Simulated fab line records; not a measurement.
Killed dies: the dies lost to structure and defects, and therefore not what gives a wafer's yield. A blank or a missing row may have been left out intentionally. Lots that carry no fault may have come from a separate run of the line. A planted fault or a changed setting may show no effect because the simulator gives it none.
The tool behind it: which one? | flow sky130 | Sampling: 13 lots, 39 wafers, 7 of 708 route steps

== WHAT THE GAUGES SHOWED, per wafer ==
SKY_FIELD_ISO_BOW_MEAS_00. Usual: INCOMING_BOW typically reads 0 um, with standard deviation 6.7.
lot  | measured    | on            | INCOMING_BOW (um) | flag
L760 | day 1 10:01 | film-metro-01 | -9 0 0            |
L761 | day 1 15:01 | film-metro-01 | 4 1 1             |
L763 | day 2 01:01 | film-metro-01 | -1 -5 18          |
L764 | day 2 06:01 | film-metro-04 | 9 -18 2           |
L765 | day 2 11:00 | film-metro-01 | 14 2 1            |
L766 | day 2 16:01 | film-metro-04 | -5 2 -10          |
L767 | day 2 21:00 | film-metro-04 | 3 10 3            |
L770 | day 3 12:00 | film-metro-03 | 2 2 -5            |
L771 | day 3 17:02 | film-metro-01 | 3 5 12            |
L780 | day 5 14:01 | film-metro-04 | -1 -7 3           |
L781 | day 5 19:01 | film-metro-01 | -8 1 -18          |
L782 | day 6 00:02 | film-metro-01 | 0 1 5             |
L783 | day 6 05:00 | film-metro-01 | 13 -1 1           |

SKY_NWELL_OVL_MEAS_10. Usual: NWELL_00_OVL typically reads 0.2 nm, with standard deviation 1.4.
lot  | measured     | on         | NWELL_00_OVL (nm) | flag
L760 | day 4 16:25  | overlay-01 | -0.6 -0.7 1.3     |
L761 | day 4 19:59  | overlay-01 | 0.3 1.3 0.2       |
L763 | day 5 13:14  | overlay-01 | -0.6 -1.5 0.2     |
L764 | day 5 15:25  | overlay-02 | -2.3 -1.5 -1.8    |
L765 | day 5 22:05  | overlay-02 | -2.1 0.1 -1.1     |
L766 | day 6 03:58  | overlay-01 | 0.1 0.6 0.4       |
L767 | day 6 04:19  | overlay-01 | 1.3 -0.6 -1.1     |
L770 | day 7 00:41  | overlay-01 | - - -             | OFF
L771 | day 7 07:32  | overlay-02 | -0.9 -1.5 -3.3    |
L780 | day 9 12:31  | overlay-01 | -1.0 -0.7 -1.1    |
L781 | day 9 19:01  | overlay-01 | 1.2 0.0 -0.4      |
L782 | day 9 22:40  | overlay-01 | 1.1 1.1 0.0       |
L783 | day 10 04:49 | overlay-02 | -1.0 0.5 -0.2     |

SKY_NWELL_TW_MEAS_15. Usual: NWELL_TW typically reads 1819, with standard deviation 14.
lot  | measured     | on            | NWELL_TW       | flag
L760 | day 4 17:00  | film-metro-02 | 1812 1807 1797 |
L761 | day 4 20:35  | film-metro-03 | 1829 1816 1829 |
L763 | day 5 13:50  | film-metro-02 | 1815 1812 1817 |
L764 | day 5 16:01  | film-metro-04 | 1837 1846 1844 |
L765 | day 5 22:40  | film-metro-04 | 1829 1839 1834 |
L766 | day 6 04:34  | film-metro-04 | 1841 1827 1839 |
L767 | day 6 04:54  | film-metro-02 | 1811 1792 1805 |
L770 | day 7 01:16  | film-metro-04 | 30 30 30       | OFF
L771 | day 7 08:07  | film-metro-02 | 1797 1795 1803 |
L780 | day 9 13:07  | film-metro-02 | 1809 1812 1816 |
L781 | day 9 19:37  | film-metro-04 | 1833 1836 1831 |
L782 | day 9 23:16  | film-metro-03 | 1825 1831 1825 |
L783 | day 10 05:24 | film-metro-04 | 1826 1827 1841 |

SKY_NWELL_TW_MEAS_26. Usual: NWELL_2_TW typically reads 496, with standard deviation 4.2.
lot  | measured     | on            | NWELL_2_TW     | flag
L760 | day 5 10:36  | film-metro-04 | 505 506 502    |
L761 | day 5 14:04  | film-metro-03 | 499 501 503    |
L763 | day 6 08:42  | film-metro-04 | 504 502 505    |
L764 | day 6 11:39  | film-metro-02 | 492 492 491    |
L765 | day 6 18:17  | film-metro-02 | 491 489 489    |
L766 | day 7 00:03  | film-metro-03 | 494 495 493    |
L767 | day 7 00:51  | film-metro-04 | 499 498 501    |
L770 | day 7 20:44  | film-metro-02 | 1809 1808 1804 | OFF
L771 | day 8 04:56  | film-metro-02 | 495 494 491    |
L780 | day 10 13:11 | film-metro-02 | 494 493 490    |
L781 | day 10 19:11 | film-metro-03 | 498 497 495    |
L782 | day 10 23:13 | film-metro-04 | 500 500 497    |
L783 | day 11 05:19 | film-metro-04 | 497 500 497    |

SKY_VT_ADJUST_HVTP_CD_MEAS_07: the cd target is 380 nm. Usual: 380.5 nm for cd-nm, sd 2.
lot  | measured     | on        | cd-nm (nm)        | flag
L760 | day 6 05:48  | cd-sem-01 | 381.9 382.9 382.5 |
L761 | day 6 09:24  | cd-sem-01 | 379.2 379.4 380.5 |
L763 | day 7 05:07  | cd-sem-02 | 378.8 379.5 380.8 |
L764 | day 7 07:51  | cd-sem-02 | 377.1 378.7 376.6 |
L765 | day 7 14:38  | cd-sem-02 | 379.9 379.7 379.8 |
L766 | day 7 20:15  | cd-sem-02 | 381.6 384.0 381.1 |
L767 | day 7 21:14  | cd-sem-02 | 379.1 381.6 381.9 |
L770 | day 8 17:20  | cd-sem-02 | 381.1 381.3 382.3 |
L771 | day 9 02:34  | cd-sem-01 | 379.6 380.8 377.1 |
L780 | day 11 13:45 | cd-sem-01 | 383.7 380.1 381.3 |
L781 | day 11 19:00 | cd-sem-01 | 381.2 382.1 383.2 |
L782 | day 12 00:01 | cd-sem-02 | 381.9 383.1 381.4 |
L783 | day 12 06:25 | cd-sem-02 | 378.7 377.9 379.3 |

== WHAT TOOL EACH LOT RAN ON (gives the tool, then ch and the chambers of the sampled wafers, and finally the start) ==
lot  | SKY_NWELL_EXPOSE_07                | SKY_NWELL_STRIP_25
L760 | iline-stepper-02 ch 0, day 4 07:42 | plasma-asher-04 ch 0,1, day 5 10:29
L761 | iline-stepper-02 ch 0, day 4 11:57 | plasma-asher-04 ch 0,1, day 5 13:57
L763 | iline-stepper-02 ch 0, day 5 04:12 | plasma-asher-04 ch 0,1, day 6 08:35
L764 | iline-stepper-02 ch 0, day 5 06:45 | plasma-asher-04 ch 0,1, day 6 11:32
L765 | iline-stepper-01 ch 0, day 5 13:08 | plasma-asher-04 ch 0,1, day 6 18:11
L766 | iline-stepper-01 ch 0, day 5 18:14 | plasma-asher-04 ch 1, day 6 23:56
L767 | iline-stepper-01 ch 0, day 5 18:28 | plasma-asher-02 ch 0,1, day 7 00:45
L770 | iline-stepper-01 ch 0, day 6 14:35 | plasma-asher-01 ch 0,1, day 7 20:38
L771 | iline-stepper-01 ch 0, day 6 22:09 | plasma-asher-04 ch 0,1, day 8 04:51
L780 | iline-stepper-01 ch 0, day 9 02:16 | plasma-asher-02 ch 0,1, day 10 13:04
L781 | iline-stepper-02 ch 0, day 9 07:20 | plasma-asher-02 ch 0,1, day 10 19:04
L782 | iline-stepper-01 ch 0, day 9 11:05 | plasma-asher-01 ch 0,1, day 10 23:08
L783 | iline-stepper-01 ch 0, day 9 17:34 | plasma-asher-02 ch 0,1, day 11 05:13
- SKY_NWELL_EXPOSE_07: exposes mask NWM, target cd 840 nm.
- SKY_NWELL_STRIP_25: strips in O2/N2.

== AS READ BY THE TOOLS THEMSELVES (means over the sampled wafers that have a number; for cases with no such wafer, the mark the record gives instead) ==
SKY_NWELL_EXPOSE_07. Usual: 23.02 C for reticle-temp-C, sd 0.089.
lot  | tool             | reticle-temp-C (C) | flag
L760 | iline-stepper-02 | 22.95              |
L761 | iline-stepper-02 | 22.96              |
L763 | iline-stepper-02 | 23.00              |
L764 | iline-stepper-02 | 22.96              |
L765 | iline-stepper-01 | 22.97              |
L766 | iline-stepper-01 | 22.99              |
L767 | iline-stepper-01 | 23.01              |
L770 | iline-stepper-01 | 22.96              |
L771 | iline-stepper-01 | 22.99              |
L780 | iline-stepper-01 | 23.11              |
L781 | iline-stepper-02 | 22.98              |
L782 | iline-stepper-01 | 22.99              |
L783 | iline-stepper-01 | 23.04              |

SKY_NWELL_STRIP_25. Usual: drypump-motor-current-A 5.35 A, standard deviation 0.19; oes-product-au 0.722 a.u., standard deviation 0.0041; strip-time-to-endpoint-s 36.93 s, standard deviation 0.11.
lot  | tool            | drypump-motor-current-A (A) | oes-product-au (a.u.) | strip-time-to-endpoint-s (s) | flag
L760 | plasma-asher-04 | 5.22                        | 0.724                 | 36.98                        |
L761 | plasma-asher-04 | 5.20                        | 0.719                 | 36.93                        |
L763 | plasma-asher-04 | 5.19                        | 0.721                 | 36.84                        |
L764 | plasma-asher-04 | 5.19                        | 0.722                 | 36.95                        |
L765 | plasma-asher-04 | 5.19                        | 0.723                 | 36.85                        |
L766 | plasma-asher-04 | 5.16                        | 0.723                 | 36.82                        |
L767 | plasma-asher-02 | 5.51                        | 0.721                 | 37.10                        |
L770 | plasma-asher-01 | 5.28                        | 0.722                 | 36.95                        |
L771 | plasma-asher-04 | 5.20                        | 0.725                 | 36.89                        |
L780 | plasma-asher-02 | 5.51                        | 0.721                 | 36.76                        |
L781 | plasma-asher-02 | 5.59                        | 0.725                 | 36.81                        |
L782 | plasma-asher-01 | 5.30                        | 0.720                 | 36.83                        |
L783 | plasma-asher-02 | 5.61                        | 0.726                 | 36.87                        |

== THE ANSWER, worked out from the rows above alone ==
Rule: take the mean of a lot's wafers that have a number; if it is more than 3 standard deviations from the usual mean, the lot is off. Also off: a lot with no number at a reading for which 4 or more lots have one. Any other lot the step has rows for is counted as sound. Order of review: gauges by route order, followed by the tools' own readings, for which a lot's mean as printed above is used. The first step at which some lot is off is used, and at that step the reading that is off furthest; a lot without a number counts as furthest.
Off: at SKY_NWELL_OVL_MEAS_10 (NWELL_00_OVL), L770. Without a number there: L770.
If a tool, at a process step before that reading, ran all the lots that are off and no sound lot after the first of them, it fits. The gauges at SKY_NWELL_OVL_MEAS_10 aren't tried: what is off there is off at SKY_NWELL_TW_MEAS_15 too, on other tools, and a gauge's error can't cause that. Not one of the candidates tried fits.

== WHAT THE SIMULATOR HAD PUT IN ==
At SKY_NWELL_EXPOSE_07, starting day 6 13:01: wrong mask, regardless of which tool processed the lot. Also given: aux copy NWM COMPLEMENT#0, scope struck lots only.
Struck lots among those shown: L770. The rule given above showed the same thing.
